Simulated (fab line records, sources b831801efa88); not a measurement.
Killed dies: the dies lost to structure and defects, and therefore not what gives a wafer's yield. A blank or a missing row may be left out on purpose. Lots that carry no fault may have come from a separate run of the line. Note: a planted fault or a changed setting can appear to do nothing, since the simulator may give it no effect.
A struck lot beside a sound one | flow gf180mcu | 37 steps out of a route of 602
Sound: the wafers L153.2, L153.5, L153.6. Struck: wafer L159.3; the same lot's L159.2 was not struck, so it is left out; see the end for the cause.
At each step with rows: each side's tool, then ch and its chambers, then its first start. Under that, the readings that differ: sound wafers | struck wafers | difference of the means | sigmas: that difference in standard deviations of wafers without a fault.
alike: same words and numbers on both sides, and readings whose means sit less than 2 such deviations apart. not compared: any withheld reading, any reading some wafer has no value for, any bound like >300 that may hide the same value, and any number with overlapping values for which the record gives no deviation.
A row with sigmas, a row that says differs or no value, or rows on one side alone: a step with any of these is where the two part. When numbers do not overlap yet have no deviation, they are printed without sigmas and do not part them. Lack of a reading on every wafer of one side parts them only where that side has two or more wafers.

first, 2 steps without rows for these wafers: GF_M4_PEB_12 (peb time 90 s); GF_M4_DEVELOP_13 (develop time 60 s).
GF_M4_CD_MEAS_14 targets a cd of 280 nm.
  sound on cd_sem-01 at day 25 15:28; struck on cd_sem-02 at day 27 12:34
  alike: cd_nm
GF_M4_OVL_MEAS_15:
  sound on overlay-02 at day 25 15:34; struck on overlay-02 at day 27 12:40
  alike: M4_OVL
then, 5 steps without rows for these wafers: GF_M4_METAL_ETCH_16 (etches the open film in Cl2/BCl3, stops on SiO2, target depth 750.8 nm, time 125.1 s); GF_M4_STRIP_17 (strips in O2/N2); GF_M4_STRIP_18 (strips in post etch residue remover, time 1200 s); GF_M4_CLEAN_19 (cleans in DIW); GF_V4_CVD_00 (deposits SiO2, target thk 600 nm, time 100 s).
GF_V4_THK_MEAS_01:
  sound on film_metro-01 at day 25 16:22; struck on film_metro-01 at day 27 13:35
  alike: V4_CVD_00_THK
GF_V4_CVD_02: deposits SiO2 from TEOS, target thk 850 nm, time 94.851 s.
  sound on pecvd-04 ch 0,1, day 25 16:25; struck on pecvd-03 ch 1, day 27 13:38
  alike: heater_power_w
GF_V4_THK_MEAS_03:
  sound on film_metro-03 at day 25 16:30; struck on film_metro-03 at day 27 13:42
  alike: V4_CVD_02_THK
GF_V4_CMP_04: polishes SiO2.
  sound on cmp-02 ch 1,2, day 25 16:36; struck on cmp-02 ch 1, day 27 13:51
  reading                             | sound             | struck | difference | sigmas
  time_to_endpoint_s (s)              | 69 82 87          | 59     | -20        | -4
  model.SiO2_of_V4_CVD_02.thk_nm (nm) | 631.2 632.1 633.8 | 696.1  | +63.7      |
  alike: edge_zone_pressure_frac, motor_current_A
GF_V4_BOW_MEAS_05:
  sound on film_metro-03 at day 25 16:52; struck on film_metro-03 at day 27 14:04
  alike: V4_BOW
then, 8 steps without rows for these wafers: GF_V4_DEHYDRATE_06 (time 60 s); GF_V4_HMDS_07 (prime time 60 s); GF_V4_COAT_08; GF_V4_COAT_09 (resist thk 1000 nm); GF_V4_SOFTBAKE_10 (time 60 s); GF_V4_EXPOSE_11 (exposes mask Via4, target cd 260 nm); GF_V4_PEB_12 (peb time 90 s); GF_V4_DEVELOP_13 (develop time 60 s).
GF_V4_CD_MEAS_14 targets a cd of 260 nm.
  sound on cd_sem-01 at day 26 13:40; struck on cd_sem-01 at day 28 10:20
  reading    | sound             | struck | difference | sigmas
  cd_nm (nm) | 263.2 262.7 263.1 | 260.1  | -2.9       | -2
GF_V4_OVL_MEAS_15:
  sound on overlay-02 at day 26 13:46; struck on overlay-01 at day 28 10:26
  alike: V4_OVL
then, 1 step without rows for these wafers: GF_V4_ETCH_16 (etches BARC in N2/H2).
GF_V4_ETCH_17: etches SiO2 in C4F8/O2/Ar, stops on TiN, target depth 630 nm.
  sound on rie_diel-03 ch 2,3; struck on rie_diel-01 ch 2
  reading                        | sound             | struck | difference | sigmas
  oes_product_au (a.u.)          | 0.851 0.865 0.859 | 0.901  | +0.043     | +10
  model.etch.depth_nm (nm)       | 631.2 632.1 633.8 | 696.1  | +63.7      |
  model.V4.feature_depth_nm (nm) | 631.2 632.1 633.8 | 696.1  | +63.7      |
GF_V4_STRIP_18: strips in O2/N2.
  sound on plasma_asher-01 ch 0,1, day 26 13:56; struck on plasma_asher-01 ch 0, day 28 10:35
  alike: drypump_motor_current_A, heater_power_w, oes_product_au
  not compared: rf_hours_counter_h
then, 3 steps without rows for these wafers: GF_V4_STRIP_19 (strips in post etch residue remover, time 1200 s); GF_V4_CLEAN_20 (cleans in DIW); GF_V4_SPUTTER_21 (material Ti, target thk 15 nm, time 80.02 s).
GF_V4_SPUTTER_22: material TiN, target thk 10 nm, time 40 s.
  sound on pvd_sputter-01 at day 26 14:32; struck on pvd_sputter-01 at day 28 11:32
  alike: throttle_valve_pct
GF_V4_CVD_23: deposits W, target thk 350 nm, time 104.9 s.
  sound on cvd_w-01 ch 0,1, day 26 14:34; struck on cvd_w-01 ch 1, day 28 11:34
  alike: heater_power_w
GF_V4_RS_MEAS_24: the measuring method here is four-point-probe.
  sound on film_metro-04 at day 26 14:42; struck on film_metro-04 at day 28 11:42
  alike: V4_W_RS
GF_V4_THK_MEAS_25: measures by xrf.
  sound on film_metro-04 at day 26 14:49; struck on film_metro-04 at day 28 11:49
  alike: V4_W_THK
GF_V4_CMP_26: polishes, stops on SiO2, t overpolish 15 s, target thk 0 nm.
  sound on cmp-01 ch 0,1,3, day 26 14:58; struck on cmp-01 ch 3, day 28 11:52
  reading                             | sound           | struck | difference | sigmas
  model.SiO2_of_V4_CVD_02.thk_nm (nm) | 627.4 628.3 630 | 692.3  | +63.7      |
  alike: edge_zone_pressure_frac, motor_current_A
GF_MIM_SPUTTER_00: material Ti, target thk 37.5 nm, time 150 s.
  sound on pvd_sputter-03 at day 26 15:11; struck on pvd_sputter-03 at day 28 12:10
  alike: substrate_temp_c, throttle_valve_pct
then, 1 step without rows for these wafers: GF_PASSIVATION_PROBE_99.

== WHERE THEY PART ==
First at GF_V4_CMP_04; last, within this record, at GF_V4_ETCH_17. Later steps at which nothing parts them and some readings are alike: GF_V4_STRIP_18, GF_V4_SPUTTER_22, GF_V4_CVD_23, GF_V4_RS_MEAS_24, GF_V4_THK_MEAS_25, GF_V4_CMP_26, GF_MIM_SPUTTER_00.

WHY: whatever the simulator had introduced
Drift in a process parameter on cmp-02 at GF_V4_CMP_04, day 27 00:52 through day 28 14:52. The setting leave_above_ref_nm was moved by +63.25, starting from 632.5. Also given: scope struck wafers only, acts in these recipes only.
